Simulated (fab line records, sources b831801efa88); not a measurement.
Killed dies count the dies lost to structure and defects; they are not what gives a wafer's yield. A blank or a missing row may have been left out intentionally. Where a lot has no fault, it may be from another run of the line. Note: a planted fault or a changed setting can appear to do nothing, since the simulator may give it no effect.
Split-lot study | flow sky130 | route with 708 steps; 5 lots, 23 wafers read

== SPLIT DETAILS ==
At SKY_LI_CONTACT_HDPCVD_00 (deposits PSG, target thk 930 nm, time 155 s), the setting sih4-flow-sccm was moved away from the recipe's 60 sccm on 11 of the 23 wafers read, by -9.9% to +9.4%. This setting was run at the recipe's value on the other wafers.

Between the split and the reading, the file records no step.

== THE READING ==
LI_CONTACT_HDPCVD_THK in nanometres, read at SKY_LI_CONTACT_THK_MEAS_01. Fault-free wafers of this fab line usually give 934 nm, standard deviation 9.3 nm.

wafer  | tool, chamber at the split | sih4-flow-sccm as run, sccm | against the recipe | LI_CONTACT_HDPCVD_THK, nm | against lot-mates on the recipe
L074.1 | hdpcvd-01, 2               | 55.8                        | -7.0%              | 863                       | -69
L074.2 | hdpcvd-01, 0               | 55.8                        | -7.0%              | 845                       | -87
L074.3 | hdpcvd-01, 1               | 60                          | recipe             | 927                       | -
L074.4 | hdpcvd-01, 0               | 55.8                        | -7.0%              | 847                       | -85
L074.5 | hdpcvd-01, 1               | 60                          | recipe             | 937                       | -
L076.1 | hdpcvd-02, 2               | 54.08                       | -9.9%              | 831                       | -100
L076.2 | hdpcvd-02, 0               | 54.08                       | -9.9%              | 840                       | -90
L076.3 | hdpcvd-02, 1               | 60                          | recipe             | 941                       | -
L076.5 | hdpcvd-02, 0               | 60                          | recipe             | 920                       | -
L076.6 | hdpcvd-02, 1               | 54.08                       | -9.9%              | 850                       | -80
L081.1 | hdpcvd-01, 0               | 65.63                       | +9.4%              | 1030                      | +85
L081.2 | hdpcvd-01, 1               | 60                          | recipe             | 948                       | -
L081.3 | hdpcvd-01, 2               | 65.63                       | +9.4%              | 1022                      | +77
L081.5 | hdpcvd-01, 2               | 60                          | recipe             | 946                       | -
L081.6 | hdpcvd-01, 0               | 60                          | recipe             | 941                       | -
L083.2 | hdpcvd-02, 0               | 62.76                       | +4.6%              | 965                       | +38
L083.3 | hdpcvd-02, 1               | 62.76                       | +4.6%              | 982                       | +54
L083.4 | hdpcvd-02, 2               | 60                          | recipe             | 925                       | -
L083.5 | hdpcvd-02, 1               | 62.76                       | +4.6%              | 981                       | +54
L083.6 | hdpcvd-02, 0               | 60                          | recipe             | 930                       | -
L084.1 | hdpcvd-01, 1               | 60                          | recipe             | 935                       | -
L084.2 | hdpcvd-01, 0               | 60                          | recipe             | 923                       | -
L084.5 | hdpcvd-01, 1               | 60                          | recipe             | 951                       | -

FIT RESULTS
A straight line over all 23 wafers: LI_CONTACT_HDPCVD_THK changes by +10 nm for each +1% of sih4-flow-sccm; r = +0.98; the points scatter about the line by 11 nm.
The same after taking each lot's own level away (the mean of its wafers on the recipe; 23 wafers): +9.61 nm for each +1%; r = +0.98; scatter 9.9 nm.
The reading moves by 95 nm for the largest change in sih4-flow-sccm, on that fit.
Across the lots, their own levels run from 927.5 to 945.0 nm, a range of 1.9 times the standard deviation given above.
So the lot-to-lot level changes the slope little: the two slopes agree.
Check: with one of the wafers moved furthest among these (-9.9%) left out of the fit, the line predicts -95.5 nm for it against its lot-mates. Against them it came out at -99.5 nm.

== OTHER SPLITS ON THESE WAFERS ==
These wafers also went through other splits before the reading. Each is held against what the fit with the lots' levels taken away leaves over:
other split on the same wafers     | wafers away from the commonest value | r with LI_CONTACT_HDPCVD_THK (lot level and that fit taken away)
SKY_POLY_CUT_COAT_03 spin-rpm      | 12                                   | -0.01
SKY_SD_P_DEVELOP_06 develop-time-s | 5                                    | -0.02
SKY_SD_N_IMPLANT_09 energy-kev     | 12                                   | -0.11
SKY_SD_N_STRIP_11 o2-flow-sccm     | 7                                    | -0.27

== THE WHOLE CHAIN: every reading that the file lists as answering this split, in the file's order ==
step                       | what it does                                | reading                                                                             | change (the file's fit)              | r (the file's)
SKY_LI_CONTACT_HDPCVD_00   | deposits PSG, target thk 930 nm, time 155 s | PSG_of_LI_CONTACT_HDPCVD_00.thk-nm (the simulator's own value, which no gauge read) | +9.53 nm for each +1% of the setting | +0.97
SKY_LI_CONTACT_THK_MEAS_01 |                                             | LI_CONTACT_HDPCVD_THK                                                               | +9.53 for each +1% of the setting    | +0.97
SKY_LI_CONTACT_CMP_02      | polishes PSG                                | time-to-endpoint-s                                                                  | withheld for each +1% of the setting | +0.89

== FILE'S OWN FIT ==
LI_CONTACT_HDPCVD_THK changes by +9.53 nm for each +1% of sih4-flow-sccm, r = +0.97.
